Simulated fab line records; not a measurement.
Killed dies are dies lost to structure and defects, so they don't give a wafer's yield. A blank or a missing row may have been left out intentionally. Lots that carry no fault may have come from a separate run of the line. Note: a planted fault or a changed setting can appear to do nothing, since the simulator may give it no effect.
fab line records	flow sky130
[record] lots = 12	wafers = 36	lastDay = 49
route steps=708 shown NWELL@67 VT_ADJUST_HVTR@140 PAD_OPEN@708
lots with no fault: from the same line, run without faults
startH: start of the lot's first displayed wafer, in hours after the record's first day	waitH: hours elapsed since this lot's preceding step	" unchanged from the row above	L1.1+2: a single row standing in for several wafers	- value missing, or start not given	* or withheld: withheld	< > ~ a bound
route shown NAME@n: a module of which the file shows steps, and the number in the route of the first	usual: mean/standard deviation taken from wafers without a fault	same: alike in all rows	chamber/n: place in a boat	sites: readings site by site	_std_site: how widely they spread, as a standard deviation	_edge_site: outer sites' mean less inner sites'	radiusMm: for every site, how far away it sits from the centre of the wafer	mask NAME#n: copy n	behind: the tool/chamber that last shaped the wafer	hold: reason for holding the lot/hours on hold/outcome of the hold	device: the transistor (n, p or np) that didn't switch	end of line: tests of these same wafers at the route's end	a step without rows: its recipe alone	killed: at the first sort, the dies lost to defects and structure; wafer yield is something else	map: per-die view of a wafer (x killed, . not killed, _ where there is no die)
set.NAME: the run value of the setting; set.NAME@STEP: its run value at that earlier step	model.NAME: the simulator's own value behind a step, which no gauge read
one table for each step of the route and one row for each wafer, over a sample of lots
services: a tool's chamber out of use, with start hour (startH, from the record's first day; less than 0 if before it), hours out, and reason
[[steps]]
[step SKY_NWELL_STRIP_14]
[recipe] chemistry = O2/N2	powerW = 1400	pressureMtorr = 1500	platenTempC = withheld	o2FlowSccm = 3000	n2FlowSccm = 300	overashFraction = 0.5
[usual] drypumpMotorCurrentA = 5.5/0.31	oesProductAu = 0.722/0.0044	stripTimeToEndpointS = 36.98/0.11
lot.wafer	tool	chamber	startH	waitH	drypumpMotorCurrentA	oesProductAu	rfHoursCounterH	stripTimeToEndpointS
L940.2	plasmaAsher-02	0	94.35	0.1	5.7	0.718	39	37.12
L940.3	"	1	"	"	5.6	0.716	-	37.06
L940.5	"	1	"	"	5.6	0.723	-	37.16
L941.2	plasmaAsher-02	0	101.18	0.1	5.7	0.718	40	36.81
L941.4	"	0	"	"	5.7	0.722	-	36.86
L941.6	"	1	"	"	5.6	0.724	-	36.92
L943.2	plasmaAsher-01	0	108.98	0.1	6.0	0.730	42	37.10
L943.4	"	1	"	"	5.5	0.715	-	36.96
L943.6	"	1	"	"	5.5	0.724	-	37.11
L945.2	plasmaAsher-01	0	119.70	0.1	5.9	0.724	43	36.95
L945.3	"	1	"	"	5.5	0.724	-	36.83
L945.4	"	0	"	"	5.9	0.725	-	36.87
L947.1	plasmaAsher-04	0	130.65	0.1	5.4	0.731	34	37.03
L947.2	"	1	"	"	4.9	0.724	34	37.00
L947.5	"	1	"	"	4.9	0.711	-	37.04
L948.1	plasmaAsher-01	1	134.42	0.1	5.5	0.723	45	37.01
L948.2	"	0	"	"	5.9	0.722	45	37.07
L948.4	"	0	"	"	5.9	0.723	-	36.99
L949.1	plasmaAsher-02	0	144.78	0.1	5.7	0.727	3	36.89
L949.3	"	1	"	"	5.7	0.720	-	36.95
L949.5	"	0	"	"	5.7	0.719	-	36.99
L950.1	plasmaAsher-04	0	152.15	0.1	5.4	0.726	36	37.06
L950.4	"	1	"	"	4.9	0.722	-	37.03
L950.5	"	1	"	"	4.9	0.725	-	37.01
L951.2	plasmaAsher-01	1	157.43	0.1	5.5	0.724	47	37.10
L951.5	"	1	"	"	5.5	0.722	-	36.94
L951.6	"	0	"	"	5.9	0.721	-	36.96
L952.3	plasmaAsher-01	1	161.55	0.1	5.5	0.722	-	36.90
L952.5	"	1	"	"	5.5	0.722	-	36.84
L952.6	"	0	"	"	5.9	0.722	-	36.92
L955.1	plasmaAsher-02	0	183.68	0.1	5.6	0.720	6	37.16
L955.2	"	1	"	"	5.6	0.726	6	37.23
L955.6	"	1	"	"	5.6	0.717	-	37.25
L959.2	plasmaAsher-01	1	200.02	0.1	5.5	0.724	51	36.73
L959.3	"	0	"	"	5.9	0.719	-	36.69
L959.5	"	1	"	"	5.5	0.723	-	36.77
[step SKY_NWELL_OVL_MEAS_23]
[usual] NWELL_01_OVL = -1.3/1.3
lot.wafer	tool	chamber	startH	waitH	NWELL_01_OVL[nm]
L940.2	overlay-01	-	111.35	-	-0.8
L940.3	"	-	"	"	-1.4
L940.5	"	-	"	"	-1.8
L941.2	overlay-01	-	119.15	-	0.0
L941.4	"	-	"	"	-0.2
L941.6	"	-	"	"	0.5
L943.2	overlay-02	-	126.70	-	1.1
L943.4	"	-	"	"	-1.0
L943.6	"	-	"	"	1.6
L945.2	overlay-01	-	138.44	-	-0.9
L945.3	"	-	"	"	-1.3
L945.4	"	-	"	"	-2.7
L947.1	overlay-01	-	150.48	-	-0.1
L947.2	"	-	"	"	0.8
L947.5	"	-	"	"	-0.6
L948.1	overlay-02	-	153.77	-	-1.0
L948.2	"	-	"	"	-3.1
L948.4	"	-	"	"	-3.0
L949.1	overlay-02	-	163.83	-	-2.9
L949.3	"	-	"	"	-3.0
L949.5	"	-	"	"	-4.2
L950.1	overlay-01	-	172.18	-	-2.0
L950.4	"	-	"	"	-0.3
L950.5	"	-	"	"	-2.2
L951.2	overlay-02	-	177.25	-	-2.0
L951.5	"	-	"	"	-3.8
L951.6	"	-	"	"	-2.8
L952.3	overlay-02	-	180.49	-	-1.1
L952.5	"	-	"	"	-1.9
L952.6	"	-	"	"	-2.2
L955.1	overlay-02	-	203.18	-	-2.8
L955.2	"	-	"	"	-2.3
L955.6	"	-	"	"	-2.8
L959.2	overlay-01	-	221.74	-	1.6
L959.3	"	-	"	"	-0.7
L959.5	"	-	"	"	0.6
[step SKY_VT_ADJUST_HVTR_IMPLANT_09]
[recipe] species = B	energyKev = 10	doseCm2 = 2.1e+12	tiltDeg = withheld
[usual] doseIonsCm2 = 2.1002e+12/2.6e+09	faradayCurrentUA = 11.85/0.23
lot.wafer	tool	chamber	startH	waitH	doseIonsCm2	faradayCurrentUA
L940.2	implanter-01	0	209.17	0.0	2.0979e+12	11.68
L940.3	"	0	"	"	2.1013e+12	12.05
L940.5	"	0	"	"	2.0995e+12	12.15
L941.2	implanter-01	0	218.27	0.0	2.0971e+12	12.42
L941.4	"	0	"	"	2.0993e+12	11.95
L941.6	"	0	"	"	2.0964e+12	12.16
L943.2	implanter-01	0	228.46	0.0	2.1029e+12	11.90
L943.4	"	0	"	"	2.1019e+12	12.05
L943.6	"	0	"	"	2.1058e+12	11.73
L945.2	implanter-03	0	242.07	0.0	2.103e+12	11.91
L945.3	"	0	"	"	2.1003e+12	11.98
L945.4	"	0	"	"	2.1054e+12	11.56
L947.1	implanter-04	0	254.39	0.0	2.1012e+12	12.22
L947.2	"	0	"	"	2.101e+12	12.00
L947.5	"	0	"	"	2.101e+12	12.13
L948.1	implanter-04	0	259.04	0.0	2.0979e+12	11.70
L948.2	"	0	"	"	2.0964e+12	11.61
L948.4	"	0	"	"	2.0999e+12	11.83
L949.1	implanter-01	0	272.02	0.0	2.1002e+12	11.90
L949.3	"	0	"	"	2.0978e+12	11.74
L949.5	"	0	"	"	2.0991e+12	11.60
L950.1	implanter-03	0	282.69	0.0	2.099e+12	11.83
L950.4	"	0	"	"	2.1009e+12	12.23
L950.5	"	0	"	"	2.1024e+12	12.29
L951.2	implanter-04	0	288.77	0.0	2.1024e+12	11.58
L951.5	"	0	"	"	2.0991e+12	11.89
L951.6	"	0	"	"	2.1022e+12	11.66
L952.3	implanter-01	0	293.90	0.1	2.1061e+12	11.90
L952.5	"	0	"	"	2.1031e+12	11.66
L952.6	"	0	"	"	2.0999e+12	11.99
L955.1	implanter-01	0	321.29	0.0	1.6023e+12	8.85
L955.2	"	0	"	"	1.5991e+12	9.18
L955.6	"	0	"	"	1.601e+12	9.36
L959.2	implanter-01	0	343.25	0.0	1.6046e+12	9.00
L959.3	"	0	"	"	1.6056e+12	8.96
L959.5	"	0	"	"	1.6057e+12	8.94
[step SKY_VT_ADJUST_HVTR_STRIP_10]
[recipe] chemistry = O2/N2	powerW = 1400	pressureMtorr = 1500	platenTempC = withheld	o2FlowSccm = 3000	n2FlowSccm = 300	overashFraction = 0.5
[usual] drypumpMotorCurrentA = 5.57/0.28	oesProductAu = 0.715/0.0046	stripTimeToEndpointS = 14.20/0.051
lot.wafer	tool	chamber	startH	waitH	drypumpMotorCurrentA	oesProductAu	rfHoursCounterH	stripTimeToEndpointS
L940.2	plasmaAsher-02	1	209.30	0.1	5.64	0.715	9	14.13
L940.3	"	1	"	"	5.63	0.721	-	14.14
L940.5	"	1	"	"	5.65	0.720	-	14.18
L941.2	plasmaAsher-02	0	218.40	0.1	5.66	0.714	10	14.25
L941.4	"	1	"	"	5.65	0.712	-	14.29
L941.6	"	1	"	"	5.63	0.715	-	14.25
L943.2	plasmaAsher-04	1	228.59	0.1	4.89	0.717	43	14.18
L943.4	"	1	"	"	4.89	0.709	-	14.17
L943.6	"	0	"	"	5.43	0.718	-	14.20
L945.2	plasmaAsher-01	1	242.20	0.1	5.44	0.714	55	14.27
L945.3	"	0	"	"	5.94	0.713	-	14.27
L945.4	"	1	"	"	5.48	0.716	-	14.24
L947.1	plasmaAsher-02	0	254.54	0.1	5.66	0.706	13	14.28
L947.2	"	1	"	"	5.63	0.718	13	14.22
L947.5	"	1	"	"	5.62	0.711	-	14.23
L948.1	plasmaAsher-01	1	259.19	0.1	5.47	0.725	57	14.23
L948.2	"	0	"	"	5.95	0.719	57	14.23
L948.4	"	0	"	"	5.94	0.714	-	14.22
L949.1	plasmaAsher-02	0	272.17	0.1	5.65	0.718	15	14.08
L949.3	"	1	"	"	5.65	0.711	-	14.05
L949.5	"	1	"	"	5.65	0.711	-	14.04
L950.1	plasmaAsher-02	1	282.84	0.1	5.64	0.721	16	14.22
L950.4	"	1	"	"	5.65	0.715	-	14.22
L950.5	"	1	"	"	5.64	0.712	-	14.22
L951.2	plasmaAsher-04	1	288.90	0.1	4.87	0.719	49	14.20
L951.5	"	0	"	"	5.44	0.715	-	14.22
L951.6	"	1	"	"	4.89	0.712	-	14.18
L952.3	plasmaAsher-01	0	294.03	0.1	5.93	0.718	-	14.24
L952.5	"	0	"	"	5.96	0.710	-	14.24
L952.6	"	1	"	"	5.47	0.714	-	14.18
L955.1	plasmaAsher-04	0	321.44	0.1	5.47	0.708	53	14.11
L955.2	"	1	"	"	4.90	0.709	53	14.15
L955.6	"	0	"	"	5.46	0.713	-	14.16
L959.2	plasmaAsher-01	1	343.37	0.1	5.46	0.718	64	14.22
L959.3	"	0	"	"	5.94	0.725	-	14.13
L959.5	"	1	"	"	5.45	0.711	-	14.19
[step SKY_VT_ADJUST_HVTR_TW_MEAS_11]
[usual] VT_ADJUST_HVTR_TW = 209.6/2.5
lot.wafer	tool	chamber	startH	waitH	VT_ADJUST_HVTR_TW
L940.2	filmMetro-02	-	209.41	0.1	208.2
L940.3	"	-	"	"	208.5
L940.5	"	-	"	"	208.5
L941.2	filmMetro-01	-	218.51	0.1	208.4
L941.4	"	-	"	"	208.2
L941.6	"	-	"	"	207.4
L943.2	filmMetro-02	-	228.70	0.1	209.1
L943.4	"	-	"	"	207.9
L943.6	"	-	"	"	209.1
L945.2	filmMetro-01	-	242.31	0.1	208.1
L945.3	"	-	"	"	209.3
L945.4	"	-	"	"	209.2
L947.1	filmMetro-02	-	254.64	0.1	210.2
L947.2	"	-	"	"	210.4
L947.5	"	-	"	"	208.4
L948.1	filmMetro-01	-	259.29	0.1	209.7
L948.2	"	-	"	"	209.5
L948.4	"	-	"	"	209.7
L949.1	filmMetro-01	-	272.27	0.1	208.6
L949.3	"	-	"	"	208.1
L949.5	"	-	"	"	208.2
L950.1	filmMetro-01	-	282.94	0.1	208.8
L950.4	"	-	"	"	209.7
L950.5	"	-	"	"	209.9
L951.2	filmMetro-02	-	289.01	0.1	208.7
L951.5	"	-	"	"	208.2
L951.6	"	-	"	"	207.9
L952.3	filmMetro-01	-	294.12	0.1	209.4
L952.5	"	-	"	"	207.3
L952.6	"	-	"	"	207.8
L955.1	filmMetro-04	-	321.54	0.1	199.1
L955.2	"	-	"	"	198.9
L955.6	"	-	"	"	199.8
L959.2	filmMetro-01	-	343.48	0.1	192.4
L959.3	"	-	"	"	192.5
L959.5	"	-	"	"	191.7
[step SKY_PAD_OPEN_PROBE_99]
[usual] killed_at_M0_to_M3 = 44/7.2	killed_at_M4_up = 3.0/1.9	killedAtContacts = 25/4.8	killedAtFrontEnd = 16/4.2	killedAtOther = 0.2/0.44	killedDies = 88/9.3	killedOpen = 48/7.1	killedShort = 40/6.5
[same] grossDies = 492	killedAtBackSide = 0
lot.wafer	tool	chamber	startH	waitH	killed_at_M0_to_M3	killed_at_M4_up	killedAtContacts	killedAtFrontEnd	killedAtOther	killedDies	killedOpen	killedShort
L952.3	prober-01	-	1144.08	0.2	41	2	25	19	0	87	40	47
L952.5	prober-01	-	1144.18	0.2	43	2	20	11	0	76	43	33
L952.6	prober-01	-	1144.23	0.2	38	5	26	18	1	88	45	43
L955.1	prober-02	-	1166.15	0.1	34	7	24	16	2	83	38	45
L955.2	prober-02	-	1166.20	0.1	41	6	31	7	0	85	41	44
L955.6	prober-02	-	1166.40	0.2	55	1	27	14	0	97	59	38
// killed by level:class
L952.3 CONTACT:geometricParticle:open=12 FIELD_ISO:geometricParticle:short=8 VIA1:geometricParticle:open=8 METAL1:geometricParticle:short=6 VIA1:geometricParticle:short=5 LOCAL_INTERCONNECT:geometricParticle:short=5 POLY_GATE:geometricParticle:open=4 VIA3:geometricParticle:open=4
L952.5 CONTACT:geometricParticle:open=9 VIA2:geometricParticle:open=7 VIA3:geometricParticle:open=7 VIA1:geometricParticle:short=6 METAL2:geometricParticle:short=6 LI_CONTACT:geometricParticle:open=4 CONTACT:geometricParticle:short=4 VIA1:geometricParticle:open=4
L952.6 CONTACT:geometricParticle:open=8 LI_CONTACT:geometricParticle:open=8 VIA1:geometricParticle:open=8 LOCAL_INTERCONNECT:geometricParticle:short=7 FIELD_ISO:geometricParticle:short=6 METAL1:geometricParticle:short=6 VIA2:geometricParticle:open=5 VIA2:geometricParticle:short=4
L955.1 CONTACT:geometricParticle:open=9 METAL1:geometricParticle:short=7 VIA1:geometricParticle:open=6 FIELD_ISO:geometricParticle:open=5 POLY_GATE:geometricParticle:short=4 METAL4:geometricParticle:short=4 LOCAL_INTERCONNECT:geometricParticle:short=4 CONTACT:geometricParticle:short=4
L955.2 CONTACT:geometricParticle:open=11 CONTACT:geometricParticle:short=9 VIA2:geometricParticle:open=8 LI_CONTACT:geometricParticle:open=5 METAL1:geometricParticle:short=5 VIA1:geometricParticle:open=5 METAL3:geometricParticle:short=5 VIA2:geometricParticle:short=4
L955.6 VIA1:geometricParticle:open=14 CONTACT:geometricParticle:open=12 LI_CONTACT:geometricParticle:open=7 VIA2:geometricParticle:open=7 METAL2:geometricParticle:short=7 METAL1:geometricParticle:short=6 VIA1:geometricParticle:short=5 VIA3:geometricParticle:open=5
[[services]]
tool	chamber	startH	hours	kind
implanter-04	-	98.29	0.7	repair
plasmaAsher-01	-	105.20	1.6	repair
plasmaAsher-02	-	108.75	9.0	pm
plasmaAsher-02	0	108.75	9.0	ventCycle
plasmaAsher-02	1	108.75	9.0	ventCycle
plasmaAsher-02	0	117.75	-	clean
plasmaAsher-02	1	117.75	-	clean
implanter-03	-	154.64	4.2	repair
implanter-04	-	160.16	2.0	repair
plasmaAsher-04	-	163.93	0.7	repair
implanter-04	-	185.53	2.8	pm
implanter-01	-	190.04	9.4	repair
implanter-04	-	222.41	1.9	repair
implanter-03	-	248.41	5.0	pm
implanter-04	-	250.68	0.5	repair
plasmaAsher-04	-	263.05	0.7	repair
plasmaAsher-01	-	268.44	2.8	pm
implanter-01	-	278.97	2.2	repair
implanter-04	-	280.62	6.1	repair
plasmaAsher-01	-	298.93	6.8	repair
implanter-04	-	302.75	0.8	repair
implanter-04	-	326.58	2.3	repair
[[key]]
[firstSign] step = SKY_VT_ADJUST_HVTR_IMPLANT_09	reading = doseIonsCm2	direction = down	sigmas = 99+	usual = *	struck = *
[effect] step = SKY_VT_ADJUST_HVTR_IMPLANT_09	reading = faradayCurrentUA	direction = down	sigmas = 12	usual = 11.85	struck = 9.05
[effect] step = SKY_VT_ADJUST_HVTR_TW_MEAS_11	reading = VT_ADJUST_HVTR_TW	direction = down	sigmas = 5.5	usual = 209.6	struck = 195.7
metAt SKY_VT_ADJUST_HVTR_IMPLANT_09
struckLots L955,L959
testerLeftOut L955,L959
notActingAt SKY_NWELL_STRIP_14,SKY_NWELL_OVL_MEAS_23,SKY_VT_ADJUST_HVTR_STRIP_10
onsetBetween 293.90 321.29
[fault] kind = processParameterDrift	tool = implanter-01	chamber = -	onsetH = 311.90	steps = SKY_VT_ADJUST_HVTR_IMPLANT_09	channel = doseCm2	offset = *	shape = step	endH = 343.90	actsIn = *	stated = *
// testerLeftOut: of these lots the tester's yield and bins aren't shown, on N5 and GAA mostly nor the transistor test; their killed dies are dies lost to structure and defects alone, not to doping, threshold or leakage, so they don't give the yield
